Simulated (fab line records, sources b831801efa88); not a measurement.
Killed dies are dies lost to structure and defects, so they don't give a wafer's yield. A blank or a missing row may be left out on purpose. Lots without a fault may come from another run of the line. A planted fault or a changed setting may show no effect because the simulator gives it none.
fab line records | flow sky130 | part 1 of 2: steps 1 to 23 of 32
record lots=5 wafers=15 last_day=48
route steps=708 shown METAL5@674 PASSIVATION@681 PAD_OPEN@694
lots that met no fault: from a run of the same line without faults
start_h: hours from the record's first day to the start of the lot's first wafer shown | wait_h: hours since the lot's step before | " the same as in the row above | L1.1+2: a row that stands for several wafers | - no value, or no start given | * or withheld: withheld | < > ~ a bound
route shown NAME@n: a module of which the file shows steps, and the number in the route of the first | usual: mean/standard deviation of fault-free wafers | same: alike in all rows | chamber/n: place in a boat | sites: the reading at each site | _std_site: their standard deviation | _edge_site: outer sites' mean less inner sites' | radius_mm: how far each site lies from the wafer's centre | mask NAME#n: copy n | behind: the tool/chamber that last shaped the wafer | hold: why the lot was held/for how many hours/how that ended | device: the transistor (n, p or np) that didn't switch | end of line: the same wafers' tests at the end of the route | a step without rows: its recipe alone | killed: dies lost to structure and defects at the first sort, not the wafer's yield | map: a wafer's dies, x killed, . not, _ none there
set.NAME: the setting as run; set.NAME@STEP: as run at that earlier step | model.NAME: the simulator's own value behind a step, which no gauge read
lots at some steps of the route; a table a step, a row a wafer
services: from which hour (start_h, from the record's first day; less than 0 if before it) a tool's chamber was out of use, for how many hours, and why
## steps
# step SKY_METAL5_DEVELOP_13
# recipe resist=NOVOLAK developer=TMAH develop_time_s=60 dev_temp_c=23
# usual resist_line_temp_C=22.98/0.1
# columns lot.wafer tool chamber start_h wait_h resist_line_temp_C
L075.2 litho_track-01 0 1026.53 0.1 22.91
L075.3 " 0 " " 23.03
L075.6 " 0 " " 23.02
L081.1 litho_track-01 0 1076.10 0.1 23.09
L081.4 " 0 " " 23.13
L081.6 " 0 " " 23.13
L085.1 litho_track-01 0 1094.60 0.1 22.93
L085.4 " 0 " " 23.06
L085.6 " 0 " " 22.98
L087.1 litho_track-01 0 1099.95 0.1 23.00
L087.3 " 0 " " 23.04
L087.6 " 0 " " 22.96
L091.2 litho_track-02 0 1115.20 0.1 22.90
L091.3 " 0 " " 22.78
L091.4 " 0 " " 23.03
# step SKY_METAL5_DESCUM_14
# recipe chemistry=O2 source_power_w=150 bias_power_w=0 pressure_mtorr=10 temp_c=40 time_s=11
# usual drypump_motor_current_A=6.1/0.35 oes_product_au=0.996/0.013
# same time_s=11
# columns lot.wafer tool chamber start_h wait_h drypump_motor_current_A oes_product_au rf_hours_counter_h
L075.2 rie_metal-04 0 1026.66 0.1 6.3 1.011 -
L075.3 " 0 " " 6.3 1.002 -
L075.6 " 0 " " 6.3 1.009 -
L081.1 rie_metal-04 1 1076.25 0.1 6.4 0.991 11
L081.4 " 1 " " 6.4 0.996 -
L081.6 " 1 " " 6.4 0.998 -
L085.1 rie_metal-02 0 1094.75 0.1 5.8 0.998 16
L085.4 " 0 " " 5.7 0.992 -
L085.6 " 0 " " 5.7 0.984 -
L087.1 rie_metal-01 1 1100.10 0.1 6.6 1.004 0
L087.3 " 1 " " 6.6 1.008 -
L087.6 " 0 " " 5.9 0.966 -
L091.2 rie_metal-02 1 1115.33 0.1 5.6 1.005 6
L091.3 " 0 " " 5.7 0.998 -
L091.4 " 1 " " 5.6 1.004 -
# step SKY_METAL5_METAL_ETCH_15
# recipe target_depth_a=12600 stop_on=SiO2 over_etch_frac=0.2 time_s=252 chemistry=Cl2/BCl3 resist_sidewall_deg=86 pressure_mtorr=10 icp_w=900 bias_w=48.5 Cl2_flow_sccm=60 bcl3_flow_sccm=30
# usual drypump_motor_current_A=6.1/0.35 oes_product_au=0.894/0.0051 throttle_valve_pct=22.266/0.0095
# same time_s=252
# columns lot.wafer tool chamber start_h wait_h drypump_motor_current_A oes_product_au rf_hours_counter_h throttle_valve_pct
L075.2 rie_metal-04 0 1026.80 0.1 6.3 0.886 - 22.263
L075.3 " 0 " " 6.3 0.894 - 22.282
L075.6 " 0 " " 6.3 0.898 - 22.283
L081.1 rie_metal-04 1 1076.32 0.1 6.4 0.885 11 22.274
L081.4 " 1 " " 6.4 0.892 - 22.261
L081.6 " 1 " " 6.4 0.887 - 22.268
L085.1 rie_metal-02 0 1094.79 0.0 5.7 0.896 16 22.260
L085.4 " 0 " " 5.7 0.897 - 22.268
L085.6 " 0 " " 5.7 0.891 - 22.274
L087.1 rie_metal-01 1 1100.14 0.0 6.6 0.895 0 22.277
L087.3 " 1 " " 6.6 0.900 - 22.283
L087.6 " 0 " " 6.0 0.895 - 22.248
L091.2 rie_metal-02 1 1115.36 0.0 5.6 0.900 6 22.253
L091.3 " 0 " " 5.7 0.899 - 22.262
L091.4 " 1 " " 5.6 0.892 - 22.271
# step SKY_METAL5_STRIP_16
# recipe chemistry=O2/N2 power_w=1400 pressure_mtorr=1500 platen_temp_c=withheld o2_flow_sccm=3000 n2_flow_sccm=300 overash_fraction=0.5
# usual drypump_motor_current_A=5.7/0.5 oes_product_au=0.710/0.0046 strip_time_to_endpoint_s=13.13/0.17
# columns lot.wafer tool chamber start_h wait_h drypump_motor_current_A oes_product_au rf_hours_counter_h strip_time_to_endpoint_s
L075.2 plasma_asher-04 0 1027.19 0.3 6.7 0.721 116 13.06
L075.3 " 0 " " 6.7 0.713 - 12.94
L075.6 " 1 " " 5.0 0.711 - 13.05
L081.1 plasma_asher-02 1 1076.79 0.4 5.7 0.704 66 13.04
L081.4 " 0 " " 5.6 0.712 - 13.19
L081.6 " 0 " " 5.7 0.714 - 13.11
L085.1 plasma_asher-02 0 1095.02 0.2 5.6 0.714 68 13.23
L085.4 " 0 " " 5.6 0.703 - 13.17
L085.6 " 1 " " 5.7 0.717 - 13.22
L087.1 plasma_asher-01 1 1100.37 0.2 5.3 0.708 98 12.93
L087.3 " 1 " " 5.3 0.706 - 13.02
L087.6 " 0 " " 6.0 0.713 - 13.29
L091.2 plasma_asher-02 0 1115.59 0.2 5.6 0.703 70 12.95
L091.3 " 1 " " 5.7 0.712 - 13.20
L091.4 " 0 " " 5.6 0.712 - 13.12
# step SKY_METAL5_STRIP_17
# recipe chemistry=post_etch_residue_remover time_s=1200 temp_c=72.5
# usual bath_heat_duty_pct=14.0/1.4
# same time_s=1200
# columns lot.wafer tool chamber start_h wait_h bath_heat_duty_pct
L075.2 wet_bench-03 3 1027.29 0.1 13.0
L075.3 " 3 " " 13.7
L075.6 " 3 " " 14.4
L081.1 wet_bench-03 1 1076.89 0.1 11.6
L081.4 " 1 " " 12.0
L081.6 " 1 " " 11.7
L085.1 wet_bench-03 0 1095.17 0.1 15.6
L085.4 " 0 " " 16.0
L085.6 " 0 " " 16.2
L087.1 wet_bench-04 1 1100.47 0.1 14.0
L087.3 " 1 " " 14.4
L087.6 " 1 " " 16.3
L091.2 wet_bench-04 1 1115.74 0.1 14.8
L091.3 " 1 " " 16.0
L091.4 " 1 " " 16.8
# step SKY_METAL5_CLEAN_18
# recipe chemistry=IPA time_s=180 temp_c=25
# usual bath_heat_duty_pct=6.2/0.59
# same time_s=180
# columns lot.wafer tool chamber start_h wait_h bath_heat_duty_pct
L075.2 wet_bench-02 1 1027.63 0.0 5.8
L075.3 " 1 " " 5.9
L075.6 " 1 " " 6.4
L081.1 wet_bench-04 3 1077.23 0.0 5.9
L081.4 " 3 " " 6.2
L081.6 " 3 " " 6.5
L085.1 wet_bench-02 2 1095.52 0.0 5.9
L085.4 " 2 " " 5.5
L085.6 " 2 " " 5.8
L087.1 wet_bench-02 1 1101.15 0.0 5.5
L087.3 " 1 " " 6.6
L087.6 " 1 " " 5.6
L091.2 wet_bench-04 0 1116.09 0.0 6.1
L091.3 " 0 " " 5.5
L091.4 " 0 " " 6.5
# step SKY_METAL5_CLEAN_19
# recipe chemistry=O3/DIW dry=n2_spin
# columns lot.wafer tool chamber start_h wait_h
L075.2+3+6 wet_bench-04 2 1027.75 0.0
L081.1+4+6 wet_bench-02 1 1077.29 0.0
L085.1+4+6 wet_bench-03 3 1095.57 0.0
L087.1+3+6 wet_bench-03 1 1101.21 0.0
L091.2+3+4 wet_bench-03 0 1116.34 0.2
# step SKY_PASSIVATION_CVD_00
# recipe material=SiO2 target_thk_nm=90 temp_c=400 time_s=withheld rf_w=600
# usual heater_power_w=678/100
# columns lot.wafer tool chamber start_h wait_h heater_power_w
L075.2 pecvd-02 1 1027.84 0.0 748
L075.3 " 0 " " 518
L075.6 " 2 " " 674
L081.1 pecvd-03 0 1077.39 0.0 771
L081.4 " 1 " " 658
L081.6 " 0 " " 781
L085.1 pecvd-03 2 1095.67 0.0 738
L085.4 " 2 " " 738
L085.6 " 1 " " 618
L087.1 pecvd-01 0 1101.30 0.0 710
L087.3 " 2 " " 639
L087.6 " 2 " " 649
L091.2 pecvd-01 1 1116.43 0.0 809
L091.3 " 0 " " 685
L091.4 " 1 " " 825
# step SKY_PASSIVATION_THK_MEAS_01
# recipe reads=SiO2_of_PASSIVATION_CVD_00
# usual PASSIVATION_CVD_00_THK=90.2/1.5
# columns lot.wafer tool chamber start_h wait_h PASSIVATION_CVD_00_THK[nm]
L075.2 film_metro-01 - 1027.87 - 89.1
L075.3 " - " " 88.9
L075.6 " - " " 93.3
L081.1 film_metro-01 - 1077.41 - 91.0
L081.4 " - " " 91.2
L081.6 " - " " 92.4
L085.1 film_metro-01 - 1095.69 - 87.2
L085.4 " - " " 88.2
L085.6 " - " " 90.3
L087.1 film_metro-04 - 1101.33 - 90.5
L087.3 " - " " 90.8
L087.6 " - " " 91.3
L091.2 film_metro-01 - 1116.47 - 90.6
L091.3 " - " " 92.1
L091.4 " - " " 91.9
# step SKY_PASSIVATION_CVD_02
# recipe material=Si3N4 target_thk_nm=540 temp_c=400 time_s=withheld rf_w=450
# usual heater_power_w=739/91
# columns lot.wafer tool chamber start_h wait_h heater_power_w
L075.2 pecvd-03 2 1027.92 0.0 731
L075.3 " 1 " " 651
L075.6 " 0 " " 812
L081.1 pecvd-02 2 1077.47 0.1 672
L081.4 " 2 " " 705
L081.6 " 1 " " 838
L085.1 pecvd-01 0 1095.75 0.1 722
L085.4 " 1 " " 962
L085.6 " 0 " " 587
L087.1 pecvd-03 1 1101.39 0.1 665
L087.3 " 2 " " 664
L087.6 " 2 " " 695
L091.2 pecvd-03 2 1116.52 0.0 776
L091.3 " 1 " " 690
L091.4 " 0 " " 821
# step SKY_PASSIVATION_THK_MEAS_03
# recipe reads=Si3N4_of_PASSIVATION_CVD_02
# usual PASSIVATION_CVD_02_THK=537/7.9
# columns lot.wafer tool chamber start_h wait_h PASSIVATION_CVD_02_THK[nm]
L075.2 film_metro-03 - 1028.16 - 540
L075.3 " - " " 538
L075.6 " - " " 548
L081.1 film_metro-04 - 1077.70 - 535
L081.4 " - " " 534
L081.6 " - " " 542
L085.1 film_metro-03 - 1095.97 - 534
L085.4 " - " " 546
L085.6 " - " " 549
L087.1 film_metro-03 - 1101.61 - 529
L087.3 " - " " 521
L087.6 " - " " 542
L091.2 film_metro-01 - 1116.81 - 526
L091.3 " - " " 530
L091.4 " - " " 536
# step SKY_PASSIVATION_DEHYDRATE_04
# recipe temp_c=200 time_s=60
# usual resist_line_temp_C=22.97/0.11
# same time_s=60
# columns lot.wafer tool chamber start_h wait_h resist_line_temp_C
L075.2 litho_track-04 0 1038.84 10.7 22.92
L075.3 " 0 " " 22.80
L075.6 " 0 " " 22.84
L081.1 litho_track-03 0 1088.57 10.9 22.94
L081.4 " 0 " " 23.10
L081.6 " 0 " " 22.95
L085.1 litho_track-03 0 1106.82 10.8 22.79
L085.4 " 0 " " 23.00
L085.6 " 0 " " 22.94
L087.1 litho_track-02 0 1111.63 10.0 23.09
L087.3 " 0 " " 22.98
L087.6 " 0 " " 22.90
L091.2 litho_track-04 0 1125.14 8.3 22.98
L091.3 " 0 " " 23.09
L091.4 " 0 " " 22.99
# step SKY_PASSIVATION_HMDS_05
# recipe prime_time_s=60 prime_temp_c=120
# usual resist_line_temp_C=23.00/0.11
# columns lot.wafer tool chamber start_h wait_h resist_line_temp_C
L075.2 litho_track-04 0 1038.99 0.1 22.97
L075.3 " 0 " " 23.27
L075.6 " 0 " " 23.09
L081.1 litho_track-03 0 1088.72 0.1 22.99
L081.4 " 0 " " 23.01
L081.6 " 0 " " 22.89
L085.1 litho_track-03 0 1106.97 0.1 22.67
L085.4 " 0 " " 22.87
L085.6 " 0 " " 22.80
L087.1 litho_track-02 0 1111.78 0.1 23.11
L087.3 " 0 " " 23.17
L087.6 " 0 " " 23.15
L091.2 litho_track-04 0 1125.29 0.1 23.04
L091.3 " 0 " " 23.22
L091.4 " 0 " " 23.03
# step SKY_PASSIVATION_COAT_06
# recipe spin_rpm=2000 resist_thk_nm=3000
# usual resist_line_temp_C=23.02/0.11
# columns lot.wafer tool chamber start_h wait_h resist_line_temp_C
L075.2 litho_track-04 0 1039.14 0.1 22.85
L075.3 " 0 " " 22.84
L075.6 " 0 " " 22.94
L081.1 litho_track-03 0 1088.87 0.1 22.78
L081.4 " 0 " " 22.84
L081.6 " 0 " " 23.03
L085.1 litho_track-03 0 1107.12 0.1 22.90
L085.4 " 0 " " 22.96
L085.6 " 0 " " 22.90
L087.1 litho_track-02 0 1111.93 0.1 22.85
L087.3 " 0 " " 22.92
L087.6 " 0 " " 22.74
L091.2 litho_track-04 0 1125.44 0.1 23.14
L091.3 " 0 " " 22.88
L091.4 " 0 " " 23.02
# step SKY_PASSIVATION_SOFTBAKE_07
# recipe temp_c=110 time_s=withheld
# usual resist_line_temp_C=23.02/0.096
# columns lot.wafer tool chamber start_h wait_h resist_line_temp_C
L075.2 litho_track-04 0 1039.30 0.1 23.14
L075.3 " 0 " " 23.05
L075.6 " 0 " " 23.12
L081.1 litho_track-03 0 1089.02 0.1 23.07
L081.4 " 0 " " 23.01
L081.6 " 0 " " 23.10
L085.1 litho_track-03 0 1107.27 0.1 23.09
L085.4 " 0 " " 23.15
L085.6 " 0 " " 23.07
L087.1 litho_track-02 0 1112.08 0.1 23.09
L087.3 " 0 " " 23.07
L087.6 " 0 " " 22.91
L091.2 litho_track-04 0 1125.60 0.1 23.04
L091.3 " 0 " " 23.10
L091.4 " 0 " " 22.88
# step SKY_PASSIVATION_EXPOSE_08
# recipe mask_id=NSM target_cd_nm=3000 na=0.57 dose_mj=260
# usual stage_vel_mm_s=500.02/0.24
# columns lot.wafer tool chamber start_h wait_h mask stage_vel_mm_s
L075.2 iline_stepper-01 0 - - NSM#0 500.35
L075.3 " 0 " " NSM#0 500.26
L075.6 " 0 " " NSM#0 500.06
L081.1 iline_stepper-01 0 - - NSM#0 500.01
L081.4 " 0 " " NSM#0 500.30
L081.6 " 0 " " NSM#0 499.84
L085.1 iline_stepper-01 0 - - NSM#0 500.18
L085.4 " 0 " " NSM#0 500.25
L085.6 " 0 " " NSM#0 499.96
L087.1 iline_stepper-02 0 - - NSM#0 500.07
L087.3 " 0 " " NSM#0 499.87
L087.6 " 0 " " NSM#0 499.87
L091.2 iline_stepper-01 0 - - NSM#0 499.88
L091.3 " 0 " " NSM#0 500.02
L091.4 " 0 " " NSM#0 500.31
# step SKY_PASSIVATION_PEB_09
# recipe temp_c=115 time_s=withheld
# usual resist_line_temp_C=23.00/0.096
# columns lot.wafer tool chamber start_h wait_h resist_line_temp_C
L075.2 litho_track-03 0 - - 22.93
L075.3 " 0 " " 22.82
L075.6 " 0 " " 22.92
L081.1 litho_track-02 0 - - 22.97
L081.4 " 0 " " 22.97
L081.6 " 0 " " 22.91
L085.1 litho_track-03 0 - - 22.89
L085.4 " 0 " " 22.92
L085.6 " 0 " " 22.99
L087.1 litho_track-03 0 - - 23.05
L087.3 " 0 " " 22.91
L087.6 " 0 " " 23.14
L091.2 litho_track-02 0 - - 22.98
L091.3 " 0 " " 23.08
L091.4 " 0 " " 22.94
# step SKY_PASSIVATION_DEVELOP_10
# recipe develop_time_s=60 dev_temp_c=23
# usual resist_line_temp_C=23.03/0.098
# columns lot.wafer tool chamber start_h wait_h resist_line_temp_C
L075.2 litho_track-03 0 - - 22.87
L075.3 " 0 " " 22.90
L075.6 " 0 " " 22.80
L081.1 litho_track-02 0 - - 23.02
L081.4 " 0 " " 23.06
L081.6 " 0 " " 23.08
L085.1 litho_track-03 0 - - 22.97
L085.4 " 0 " " 22.89
L085.6 " 0 " " 23.01
L087.1 litho_track-03 0 - - 23.12
L087.3 " 0 " " 23.08
L087.6 " 0 " " 22.89
L091.2 litho_track-02 0 - - 22.88
L091.3 " 0 " " 22.93
L091.4 " 0 " " 22.98
# step SKY_PASSIVATION_ETCH_11
# recipe chemistry=CF4/O2 target_depth_nm=725 stop_on=AlCu source_w=800 bias_w=150 pressure_mtorr=150 cf4_flow_sccm=80 O2_flow_sccm=10 time_s=161.1
# usual O2_flow_sccm=10.00/0.032 drypump_motor_current_A=5.8/0.47 oes_product_au=0.975/0.0073 throttle_valve_pct=5.963/0.0094
# same time_s=161.1
# columns lot.wafer tool chamber start_h wait_h O2_flow_sccm drypump_motor_current_A oes_product_au rf_hours_counter_h throttle_valve_pct
L075.2 rie_diel-01 3 1048.92 - 10.01 5.1 0.979 5 5.952
L075.3 " 0 " " 10.01 6.6 0.979 6 5.973
L075.6 " 1 " " 9.99 6.0 0.989 - 5.971
L081.1 rie_diel-01 1 1098.68 - 9.99 6.0 0.980 11 5.969
L081.4 " 2 " " 10.07 5.9 0.979 18 5.974
L081.6 " 1 " " 9.98 5.9 0.972 - 5.954
L085.1 rie_diel-03 0 1116.87 - 10.05 5.7 0.975 20 5.963
L085.4 " 3 " " 10.03 5.8 0.976 - 5.970
L085.6 " 0 " " 9.95 5.7 0.987 - 5.957
L087.1 rie_diel-02 1 1121.12 - 9.99 5.3 0.964 14 5.949
L087.3 " 2 " " 10.04 5.7 0.959 16 5.953
L087.6 " 3 " " 9.98 5.2 0.986 - 5.953
L091.2 rie_diel-02 0 1134.98 - 9.96 5.1 0.974 23 5.954
L091.3 " 3 " " 10.00 5.2 0.968 8 5.967
L091.4 " 2 " " 9.98 5.8 0.973 16 5.949
# step SKY_PASSIVATION_STRIP_12
# recipe chemistry=O2/N2 power_w=1400 pressure_mtorr=1500 platen_temp_c=withheld overash_fraction=0.7 o2_flow_sccm=3000 n2_flow_sccm=300
# usual drypump_motor_current_A=5.81/0.25 oes_product_au=0.661/0.0047 strip_time_to_endpoint_s=31.50/0.13
# columns lot.wafer tool chamber start_h wait_h drypump_motor_current_A oes_product_au rf_hours_counter_h strip_time_to_endpoint_s
L075.2 plasma_asher-01 1 1049.03 0.1 5.34 0.663 95 31.51
L075.3 " 0 " " 5.99 0.662 - 31.34
L075.6 " 1 " " 5.35 0.661 - 31.43
L081.1 plasma_asher-01 1 1098.78 0.1 5.31 0.662 98 31.60
L081.4 " 1 " " 5.32 0.653 - 31.54
L081.6 " 0 " " 5.99 0.657 - 31.56
L085.1 plasma_asher-01 0 1116.98 0.1 5.97 0.658 100 31.39
L085.4 " 1 " " 5.35 0.660 - 31.37
L085.6 " 0 " " 5.96 0.667 - 31.48
L087.1 plasma_asher-03 1 1121.23 0.1 5.76 0.664 37 31.59
L087.3 " 1 " " 5.76 0.654 - 31.61
L087.6 " 1 " " 5.77 0.661 - 31.31
L091.2 plasma_asher-03 0 1135.08 0.1 6.14 0.662 39 31.54
L091.3 " 1 " " 5.76 0.662 - 31.36
L091.4 " 0 " " 6.15 0.663 - 31.68
# step SKY_PAD_OPEN_DEHYDRATE_00
# recipe temp_c=200 time_s=60
# usual resist_line_temp_C=22.99/0.094
# same time_s=60
# columns lot.wafer tool chamber start_h wait_h resist_line_temp_C
L075.2 litho_track-01 0 1059.93 10.9 22.88
L075.3 " 0 " " 22.81
L075.6 " 0 " " 22.97
L081.1 litho_track-02 0 1109.53 10.7 22.88
L081.4 " 0 " " 23.05
L081.6 " 0 " " 22.98
L085.1 litho_track-04 0 1125.77 8.8 22.93
L085.4 " 0 " " 22.98
L085.6 " 0 " " 22.90
L087.1 litho_track-04 0 1130.97 9.7 23.05
L087.3 " 0 " " 23.02
L087.6 " 0 " " 22.90
L091.2 litho_track-02 0 1143.00 7.9 23.18
L091.3 " 0 " " 22.94
L091.4 " 0 " " 23.10
# step SKY_PAD_OPEN_HMDS_01
# recipe prime_time_s=60 prime_temp_c=120
# usual resist_line_temp_C=22.99/0.1
# columns lot.wafer tool chamber start_h wait_h resist_line_temp_C
L075.2 litho_track-01 0 1060.08 0.1 22.87
L075.3 " 0 " " 23.00
L075.6 " 0 " " 22.85
L081.1 litho_track-02 0 1109.68 0.1 23.03
L081.4 " 0 " " 23.29
L081.6 " 0 " " 22.96
L085.1 litho_track-04 0 1125.92 0.1 23.04
L085.4 " 0 " " 22.96
L085.6 " 0 " " 22.90
L087.1 litho_track-04 0 1131.12 0.1 23.06
L087.3 " 0 " " 23.05
L087.6 " 0 " " 23.21
L091.2 litho_track-02 0 1143.15 0.1 23.04
L091.3 " 0 " " 23.05
L091.4 " 0 " " 23.01
# step SKY_PAD_OPEN_COAT_02
# recipe spin_rpm=2000 resist_thk_nm=3000
# usual resist_line_temp_C=23.00/0.11
# columns lot.wafer tool chamber start_h wait_h resist_line_temp_C
L075.2 litho_track-01 0 1060.23 0.1 22.89
L075.3 " 0 " " 22.84
L075.6 " 0 " " 22.85
L081.1 litho_track-02 0 1109.83 0.1 23.09
L081.4 " 0 " " 23.01
L081.6 " 0 " " 23.14
L085.1 litho_track-04 0 1126.07 0.1 23.08
L085.4 " 0 " " 23.03
L085.6 " 0 " " 22.91
L087.1 litho_track-04 0 1131.27 0.1 22.97
L087.3 " 0 " " 22.78
L087.6 " 0 " " 22.97
L091.2 litho_track-02 0 1143.30 0.1 23.09
L091.3 " 0 " " 23.14
L091.4 " 0 " " 22.83
